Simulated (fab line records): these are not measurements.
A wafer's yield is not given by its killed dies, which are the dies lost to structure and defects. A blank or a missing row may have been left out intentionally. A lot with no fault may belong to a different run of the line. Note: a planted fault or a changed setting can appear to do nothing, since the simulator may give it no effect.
One fault through the eyes of 2 desks | flow gf180mcu | numbers are kept per desk, each desk with only its own; the story behind them comes last

## METROLOGY DESK
Means of the sampled wafers that have a number, per lot and without regard to the tool the lot ran on: this is what the gauges read. Marked OUT: a lot whose mean sits more than 4 standard deviations from the usual mean, which makes it out of limits; the brackets give that distance.
Columns: A = V5_W_RS at GF_V5_RS_MEAS_24, usual 0.3293 ohm/sq; B = V5_W_THK at GF_V5_THK_MEAS_25, usual 350 nm
lot  | first seen here | A      | B
L174 | day 27 21:39    | 0.3307 | 350
L180 | day 29 23:50    | 0.3278 | 350
L189 | day 32 05:55    | 0.3295 | 352
L190 | day 32 10:51    | 0.3244 | 356
L194 | day 33 07:23    | 0.3305 | 349
L195 | day 33 14:09    | 0.3285 | 351
Result from this desk: across the 6 lots, nothing is out of limits.

## TOOL OWNER'S DESK, pvd-sputter-03
The tool's own readings at GF_TOP_METAL_SPUTTER_03 (material Ti, target thk 5 nm, time 3.3 s): means of the sampled wafers that have a number, for each lot that ran on this tool. Marked OUT: a lot whose mean sits more than 4 standard deviations from the usual mean, which makes it out of limits; the brackets give that distance.
Columns: A = throttle-valve-pct at GF_TOP_METAL_SPUTTER_03, usual 30.0 %
lot  | first seen here | A
L180 | day 30 00:28    | 30.6
L189 | day 32 06:55    | 30.6
L190 | day 32 11:45    | 29.9
Result from this desk: across the 3 lots, nothing is out of limits.

## PUT TOGETHER
Nothing out of limits was seen by the metrology desk.
The tool owner's desk saw nothing out of limits.

## WHAT THE SIMULATOR HAD PUT IN
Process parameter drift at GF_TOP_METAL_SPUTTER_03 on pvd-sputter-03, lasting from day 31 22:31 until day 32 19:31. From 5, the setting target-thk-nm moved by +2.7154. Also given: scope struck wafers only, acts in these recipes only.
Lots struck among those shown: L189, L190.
